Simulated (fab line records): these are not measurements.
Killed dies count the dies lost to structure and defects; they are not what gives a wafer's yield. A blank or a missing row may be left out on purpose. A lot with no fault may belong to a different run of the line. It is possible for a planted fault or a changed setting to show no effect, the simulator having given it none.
fab line records | flow gf180mcu
record: lots: 14 wafers: 42 last_day: 34
route steps=602 shown V2@406 M3@410 V3@443
lots that met no fault: from a run of the same line without faults
start_h: the number of hours between the record's first day and the start of the first shown wafer of the lot | wait_h: hours from the lot's prior step to this one | " repeats the value in the row above | L1.1+2: one row covering several wafers at once | - no value present, or no start provided | * or withheld: withheld | < > ~ a bound
route shown NAME@n: names a module that has steps shown in the file, with the first one's number in the route | usual: mean/standard deviation of fault-free wafers | same: alike in all rows | chamber/n: place in a boat | sites: readings site by site | _std_site: standard deviation of those values | _edge_site: the outer-site mean with the inner-site mean subtracted | radius_mm: for every site, how far away it sits from the centre of the wafer | mask NAME#n: copy n | behind: the most recent tool/chamber to have shaped the wafer | hold: cause of the lot's hold/its duration in hours/its outcome | device: whichever transistor did not switch (one of n, p or np) | end of line: at the end of the route, the tests of the same wafers | a step with no rows: only its recipe | killed: dies lost to structure and defects at the first sort, not the wafer's yield | map: the dies of a wafer, with x for killed, . for not killed, _ for no die there
set.NAME: setting as actually run; set.NAME@STEP: the setting as run at that earlier step | model.NAME: the simulator's own value behind a step, which no gauge read
a sample of lots followed through the steps of the route, with each step as a table and each wafer as a row
services: from which hour (start_h, from the record's first day; less than 0 if before it) a tool's chamber was out of use, for how many hours, and why
== steps ==
step: GF_V2_RS_MEAS_24
recipe: thk_meas_gauge: four-point-probe reads: W_of_V2_CVD_23+TiN_of_V2_SPUTTER_22+Ti_of_V2_SPUTTER_21
usual: V2_W_RS: 0.330/0.0037
columns lot.wafer tool chamber start_h wait_h V2_W_RS[ohm/sq]
L898.1 film_metro-02 - 461.80 0.2 0.326
L898.2 " - " " 0.326
L898.4 " - " " 0.321
L900.1 film_metro-02 - 482.78 0.1 0.332
L900.4 " - " " 0.324
L900.6 " - " " 0.330
L901.4 film_metro-04 - 487.65 0.1 0.333
L901.5 " - " " 0.334
L901.6 " - " " 0.331
L903.3 film_metro-04 - 510.48 0.1 0.337
L903.4 " - " " 0.332
L903.5 " - " " 0.338
L902.3 film_metro-02 - 512.08 0.1 0.331
L902.5 " - " " 0.331
L902.6 " - " " 0.333
L904.1 film_metro-04 - 524.80 0.1 0.328
L904.5 " - " " 0.332
L904.6 " - " " 0.326
L905.1 film_metro-04 - 530.45 0.1 0.331
L905.3 " - " " 0.335
L905.6 " - " " 0.336
L906.3 film_metro-02 - 534.40 0.1 0.329
L906.5 " - " " 0.328
L906.6 " - " " 0.324
L907.1 film_metro-02 - 553.94 0.1 0.326
L907.2 " - " " 0.329
L907.5 " - " " 0.333
L908.3 film_metro-04 - 554.63 0.1 0.327
L908.5 " - " " 0.327
L908.6 " - " " 0.320
L909.3 film_metro-02 - 565.28 0.1 0.332
L909.5 " - " " 0.326
L909.6 " - " " 0.327
L918.1 film_metro-02 - 636.66 0.1 0.327
L918.4 " - " " 0.330
L918.5 " - " " 0.331
L919.1 film_metro-04 - 637.05 0.1 0.336
L919.4 " - " " 0.336
L919.6 " - " " 0.334
L921.2 film_metro-02 - 649.71 0.1 0.330
L921.4 " - " " 0.328
L921.5 " - " " 0.331
step: GF_M3_SPUTTER_01
recipe: material: TiN target_thk_nm: 30 power_w: 6500 time_s: 25 chamber_pressure_pa: 0.4
usual: cathode_dc_power_W: 6500.0/1.2 throttle_valve_pct: 29.6/0.74
columns lot.wafer tool chamber start_h wait_h cathode_dc_power_W throttle_valve_pct
L898.1 pvd_sputter-01 - 462.38 0.1 6499.7 29.8
L898.2 " - " " 6498.7 28.9
L898.4 " - " " 6502.1 29.5
L900.1 pvd_sputter-01 - 483.41 0.1 6499.9 30.1
L900.4 " - " " 6501.2 28.2
L900.6 " - " " 6501.4 29.9
L901.4 pvd_sputter-01 - 488.17 0.1 6499.1 28.9
L901.5 " - " " 6500.3 28.4
L901.6 " - " " 6498.3 29.8
L903.3 pvd_sputter-01 - 511.02 0.1 6501.1 28.5
L903.4 " - " " 6500.0 28.8
L903.5 " - " " 6500.2 28.4
L902.3 pvd_sputter-04 - 512.62 0.1 6501.5 30.3
L902.5 " - " " 6497.3 30.0
L902.6 " - " " 6501.0 30.7
L904.1 pvd_sputter-02 - 525.38 0.1 6501.2 29.6
L904.5 " - " " 6499.4 28.2
L904.6 " - " " 6499.6 29.6
L905.1 pvd_sputter-04 - 531.03 0.1 6500.1 30.3
L905.3 " - " " 6500.4 29.2
L905.6 " - " " 6499.7 30.5
L906.3 pvd_sputter-02 - 534.94 0.1 6500.5 29.9
L906.5 " - " " 6499.0 30.1
L906.6 " - " " 6497.0 28.0
L907.1 pvd_sputter-02 - 554.53 0.1 6500.4 29.3
L907.2 " - " " 6500.4 30.3
L907.5 " - " " 6501.3 29.8
L908.3 pvd_sputter-04 - 555.17 0.1 6499.5 30.3
L908.5 " - " " 6499.5 30.3
L908.6 " - " " 6500.4 30.7
L909.3 pvd_sputter-02 - 565.82 0.1 6499.8 28.2
L909.5 " - " " 6500.2 29.7
L909.6 " - " " 6501.0 29.5
L918.1 pvd_sputter-01 - 637.24 0.1 6500.4 29.8
L918.4 " - " " 6500.5 28.3
L918.5 " - " " 6499.1 29.7
L919.1 pvd_sputter-01 - 637.63 0.1 6499.8 29.6
L919.4 " - " " 6498.8 28.2
L919.6 " - " " 6500.7 29.8
L921.2 pvd_sputter-04 - 650.27 0.1 6499.0 30.5
L921.4 " - " " 6499.7 30.8
L921.5 " - " " 6499.6 30.2
step: GF_V3_CD_MEAS_14
recipe: target_cd_nm: 260
usual: cd_nm: 259.6/1.3
columns lot.wafer tool chamber start_h wait_h cd_nm
L898.1 cd_sem-02 - 511.88 0.1 261.5
L898.2 " - " " 261.0
L898.4 " - " " 260.2
L900.1 cd_sem-02 - 530.83 0.1 260.1
L900.4 " - " " 259.5
L900.6 " - " " 259.3
L901.4 cd_sem-01 - 535.99 0.1 258.2
L901.5 " - " " 259.2
L901.6 " - " " 258.0
L903.3 cd_sem-02 - 558.70 0.1 256.7
L903.4 " - " " 258.1
L903.5 " - " " 257.7
L902.3 cd_sem-01 - 559.32 0.1 259.4
L902.5 " - " " 259.9
L902.6 " - " " 259.5
L904.1 cd_sem-02 - 571.23 0.1 261.2
L904.5 " - " " 259.3
L904.6 " - " " 261.5
L905.1 cd_sem-02 - 577.33 0.1 261.1
L905.3 " - " " 261.3
L905.6 " - " " 261.7
L906.3 cd_sem-01 - 580.82 0.1 259.7
L906.5 " - " " 260.3
L906.6 " - " " 260.1
L907.1 cd_sem-01 - 599.45 0.1 258.7
L907.2 " - " " 259.4
L907.5 " - " " 259.0
L908.3 cd_sem-02 - 600.37 0.1 258.3
L908.5 " - " " 258.4
L908.6 " - " " 258.3
L909.3 cd_sem-01 - 610.22 0.1 256.8
L909.5 " - " " 258.6
L909.6 " - " " 258.6
L918.1 cd_sem-02 - 677.91 0.1 260.3
L918.4 " - " " 259.7
L918.5 " - " " 261.0
L919.1 cd_sem-01 - 678.75 0.1 259.6
L919.4 " - " " 259.7
L919.6 " - " " 259.3
L921.2 cd_sem-01 - 690.42 0.1 258.4
L921.4 " - " " 258.6
L921.5 " - " " 258.4
step: GF_V3_CVD_23
recipe: material: W target_thk_nm: 350 time_s: 104.9 temp_c: 400 pressure_torr: 40
usual: chamber_pressure_Torr: 40.01/0.1 heater_power_outer_w: 637/89 heater_power_w: 1012/120 susceptor_temp_C: 399.99/0.22
columns lot.wafer tool chamber start_h wait_h chamber_pressure_Torr heater_power_outer_w heater_power_w susceptor_temp_C
L898.1 cvd_w-02 1 512.79 0.0 39.91 562 862 400.06
L898.2 " 0 " " 39.95 532 873 399.91
L898.4 " 0 " " 39.91 546 897 399.42
L900.1 cvd_w-02 1 531.74 0.0 40.02 563 874 400.17
L900.4 " 1 " " 39.98 554 889 399.95
L900.6 " 1 " " 40.14 552 890 400.18
L901.4 cvd_w-01 1 536.88 0.1 40.05 767 1187 399.93
L901.5 " 1 " " 39.98 756 1166 399.56
L901.6 " 0 " " 40.21 635 1026 399.80
L903.3 cvd_w-01 1 559.63 0.1 39.91 755 1170 399.85
L903.4 " 0 " " 40.01 624 1017 399.86
L903.5 " 0 " " 40.07 624 1020 399.97
L902.3 cvd_w-01 0 560.26 0.1 39.93 639 1052 400.21
L902.5 " 0 " " 39.93 633 1005 400.16
L902.6 " 1 " " 39.96 751 1195 400.22
L904.1 cvd_w-01 1 572.18 0.0 39.96 779 1172 399.81
L904.5 " 0 " " 40.05 639 1020 400.20
L904.6 " 1 " " 39.96 758 1183 400.28
L905.1 cvd_w-01 1 578.24 0.0 39.98 764 1182 399.69
L905.3 " 0 " " 40.16 641 1046 399.45
L905.6 " 0 " " 40.10 619 1023 399.52
L906.3 cvd_w-01 0 581.76 0.1 39.92 630 1045 400.05
L906.5 " 0 " " 40.03 626 1017 400.37
L906.6 " 1 " " 40.10 750 1165 399.98
L907.1 cvd_w-02 1 600.42 0.0 40.08 541 880 399.99
L907.2 " 0 " " 39.90 533 907 400.00
L907.5 " 0 " " 40.08 546 897 399.84
L908.3 cvd_w-01 1 601.35 0.1 - - - -
L908.5 " 0 " " - - - -
L908.6 " 1 " " - - - -
L909.3 cvd_w-01 0 611.14 0.1 - - - -
L909.5 " 0 " " - - - -
L909.6 " 1 " " - - - -
L918.1 cvd_w-01 1 678.83 0.0 39.91 763 1142 399.85
L918.4 " 1 " " 39.83 766 1181 399.55
L918.5 " 1 " " 39.95 758 1179 399.79
L919.1 cvd_w-02 0 679.67 0.0 39.92 553 907 400.01
L919.4 " 1 " " 40.11 543 879 399.59
L919.6 " 0 " " 40.07 549 886 399.94
L921.2 cvd_w-02 1 691.32 0.0 40.02 560 901 399.88
L921.4 " 0 " " 40.08 550 899 400.16
L921.5 " 1 " " 40.02 558 890 400.13
step: GF_V3_RS_MEAS_24
recipe: thk_meas_gauge: four-point-probe reads: W_of_V3_CVD_23+TiN_of_V3_SPUTTER_22+Ti_of_V3_SPUTTER_21
usual: V3_W_RS: 0.326/0.0042
columns lot.wafer tool chamber start_h wait_h V3_W_RS[ohm/sq]
L898.1 film_metro-03 - 512.93 0.1 0.324
L898.2 " - " " 0.326
L898.4 " - " " 0.324
L900.1 film_metro-02 - 531.86 0.1 0.327
L900.4 " - " " 0.328
L900.6 " - " " 0.325
L901.4 film_metro-02 - 537.02 0.1 0.332
L901.5 " - " " 0.332
L901.6 " - " " 0.330
L903.3 film_metro-02 - 559.74 0.1 0.327
L903.4 " - " " 0.326
L903.5 " - " " 0.328
L902.3 film_metro-03 - 560.38 0.1 0.329
L902.5 " - " " 0.321
L902.6 " - " " 0.329
L904.1 film_metro-03 - 572.29 0.1 0.329
L904.5 " - " " 0.333
L904.6 " - " " 0.331
L905.1 film_metro-03 - 578.36 0.1 0.329
L905.3 " - " " 0.330
L905.6 " - " " 0.327
L906.3 film_metro-03 - 581.88 0.1 0.329
L906.5 " - " " 0.329
L906.6 " - " " 0.326
L907.1 film_metro-03 - 600.53 0.1 0.319
L907.2 " - " " 0.327
L907.5 " - " " 0.322
L908.3 film_metro-02 - 601.46 0.1 44.991
L908.5 " - " " 44.630
L908.6 " - " " 45.422
L909.3 film_metro-01 - 611.25 0.1 43.998
L909.5 " - " " 44.262
L909.6 " - " " 44.132
L918.1 film_metro-01 - 679.05 0.2 0.328
L918.4 " - " " 0.330
L918.5 " - " " 0.332
L919.1 film_metro-01 - 679.78 0.1 0.321
L919.4 " - " " 0.326
L919.6 " - " " 0.324
L921.2 film_metro-03 - 691.45 0.1 0.311
L921.4 " - " " 0.329
L921.5 " - " " 0.311
step: GF_V3_THK_MEAS_25
recipe: thk_meas_gauge: xrf reads: W_of_V3_CVD_23
usual: V3_W_THK: 379/6.5
columns lot.wafer tool chamber start_h wait_h V3_W_THK[nm]
L898.1 film_metro-03 - 513.05 0.1 377
L898.2 " - " " 375
L898.4 " - " " 379
L900.1 film_metro-02 - 531.98 0.1 375
L900.4 " - " " 373
L900.6 " - " " 378
L901.4 film_metro-02 - 537.11 0.1 370
L901.5 " - " " 368
L901.6 " - " " 373
L903.3 film_metro-02 - 559.84 0.1 378
L903.4 " - " " 377
L903.5 " - " " 376
L902.3 film_metro-03 - 560.48 0.1 367
L902.5 " - " " 377
L902.6 " - " " 369
L904.1 film_metro-03 - 572.41 0.1 374
L904.5 " - " " 365
L904.6 " - " " 368
L905.1 film_metro-03 - 578.48 0.1 375
L905.3 " - " " 371
L905.6 " - " " 378
L906.3 film_metro-03 - 581.98 0.1 373
L906.5 " - " " 373
L906.6 " - " " 376
L907.1 film_metro-03 - 600.65 0.1 386
L907.2 " - " " 376
L907.5 " - " " 383
L908.3 film_metro-02 - 601.56 0.1 <0
L908.5 " - " " <0
L908.6 " - " " <0
L909.3 film_metro-01 - 611.35 0.1 <0
L909.5 " - " " <0
L909.6 " - " " -
L918.1 film_metro-01 - 679.17 0.1 376
L918.4 " - " " 376
L918.5 " - " " 378
L919.1 film_metro-01 - 679.90 0.1 386
L919.4 " - " " 382
L919.6 " - " " 386
L921.2 film_metro-03 - 691.56 0.1 399
L921.4 " - " " 375
L921.5 " - " " 399
step: GF_V3_CMP_26
recipe: stop_on: SiO2 down_force_psi: 3.5 platen_rpm: 60 t_overpolish_s: 15 target_thk_nm: 0 pad_velocity_m_s: 0.94248
usual: motor_current_A: 10.9/0.97 slurry_flow_ml_min: 150.0/0.5 time_to_endpoint_s: 86/3.8
columns lot.wafer tool chamber start_h wait_h motor_current_A slurry_flow_ml_min time_to_endpoint_s
L898.1 cmp-02 2 513.16 0.1 11.5 150.5 83
L898.2 " 3 " " 12.3 149.5 84
L898.4 " 0 " " 11.5 150.3 83
L900.1 cmp-02 0 532.04 0.1 12.0 149.2 80
L900.4 " 2 " " 11.2 150.8 80
L900.6 " 1 " " 11.8 150.1 78
L901.4 cmp-01 1 537.23 0.1 11.0 150.0 85
L901.5 " 0 " " 10.2 149.4 84
L901.6 " 1 " " 11.2 150.3 86
L903.3 cmp-01 2 559.93 0.1 9.4 149.7 95
L903.4 " 3 " " 9.6 150.1 89
L903.5 " 1 " " 11.7 149.2 89
L902.3 cmp-01 3 560.52 0.0 10.1 150.5 91
L902.6 " 3 " " 10.6 150.1 88
L902.5 " 0 " " 11.2 150.1 87
L904.1 cmp-02 2 572.47 0.1 11.1 149.2 81
L904.5 " 2 " " 11.4 150.4 82
L904.6 " 3 " " 11.9 149.3 85
L905.1 cmp-01 3 578.54 0.1 9.7 150.0 91
L905.3 " 0 " " 10.9 150.0 88
L905.6 " 3 " " 9.9 149.8 94
L906.3 cmp-02 0 582.12 0.1 11.0 149.9 85
L906.5 " 2 " " 10.8 150.3 83
L906.6 " 3 " " 12.2 150.5 86
L907.1 cmp-02 2 600.81 0.1 10.7 150.5 94
L907.2 " 3 " " 11.6 150.1 90
L907.5 " 1 " " 11.9 149.6 89
L908.3 cmp-01 3 601.70 0.1 10.3 150.4 4
L908.5 " 1 " " 11.7 150.4 3
L908.6 " 2 " " 9.2 149.7 5
L909.3 cmp-02 0 611.54 0.2 10.9 150.6 7
L909.5 " 1 " " 12.1 149.6 4
L909.6 " 2 " " 10.6 149.6 9
L918.4 cmp-02 0 679.23 0.0 11.8 150.4 89
L918.1 " 3 " " 12.4 150.2 92
L918.5 " 0 " " 11.8 150.5 87
L919.1 cmp-02 0 679.96 0.1 11.9 150.1 90
L919.4 " 1 " " 12.0 149.6 84
L919.6 " 0 " " 11.7 150.0 87
L921.4 cmp-02 2 691.76 0.2 10.7 149.7 88
L921.2 " 1 " " 12.3 149.8 86
L921.5 " 2 " " 11.1 149.9 93
== services ==
columns tool chamber start_h hours kind
cmp-01 - 466.70 1.0 repair
cvd_w-02 - 479.35 1.3 repair
cvd_w-02 0 479.41 2.6 repair
cmp-01 - 480.65 5.1 repair
pvd_sputter-04 - 482.27 6.6 repair
pvd_sputter-02 - 509.57 7.5 repair
pvd_sputter-04 - 513.08 6.4 repair
pvd_sputter-01 2 519.18 - consumable_replace:kit
cmp-01 - 520.06 1.1 repair
pvd_sputter-01 - 532.12 3.2 repair
pvd_sputter-02 - 538.51 15.4 repair
cvd_w-02 - 539.56 6.0 pm
pvd_sputter-01 - 548.85 2.0 repair
cmp-01 - 572.11 4.0 pm
cvd_w-02 - 581.61 0.8 repair
pvd_sputter-01 - 612.34 6.5 repair
pvd_sputter-01 - 623.78 6.4 repair
pvd_sputter-02 - 626.18 3.9 repair
pvd_sputter-02 - 628.41 2.7 repair
pvd_sputter-04 - 636.98 5.3 repair
pvd_sputter-02 - 645.91 6.9 repair
cmp-02 - 654.64 4.3 pm
cvd_w-01 0 671.22 8.0 repair
cmp-01 - 687.30 4.8 pm
== key ==
first_sign: step: GF_V3_CVD_23 reading: tool_record direction: missing
effect: step: GF_V3_RS_MEAS_24 reading: V3_W_RS direction: up sigmas: 99+ usual: 0.326 struck: 44.573
effect: step: GF_V3_THK_MEAS_25 reading: V3_W_THK direction: down sigmas: 58 usual: 379 struck: <0
effect: step: GF_V3_CMP_26 reading: time_to_endpoint_s direction: down sigmas: 21 usual: * struck: *
met_at GF_V3_CVD_23
struck_lots L908,L909
later_rows_left_out L908.3,L908.5,L908.6,L909.3,L909.5,L909.6
sort_left_out L908.3,L908.5,L908.6,L909.3,L909.5,L909.6
not_acting_at GF_V2_RS_MEAS_24,GF_M3_SPUTTER_01,GF_V3_CD_MEAS_14
onset_between 581.76 601.35
fault: kind: skipped_step_whole tool: cvd_w-01 chamber: - onset_h: 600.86 steps: GF_V3_CVD_23 scope: struck_lots_only
sort_left_out: the simulated sort isn't trusted on such a fault, so these wafers' sort isn't shown, and their yield isn't known
later_rows_left_out: the simulator's readings of these wafers behind a module that went badly wrong aren't trusted and aren't shown, but for the sort
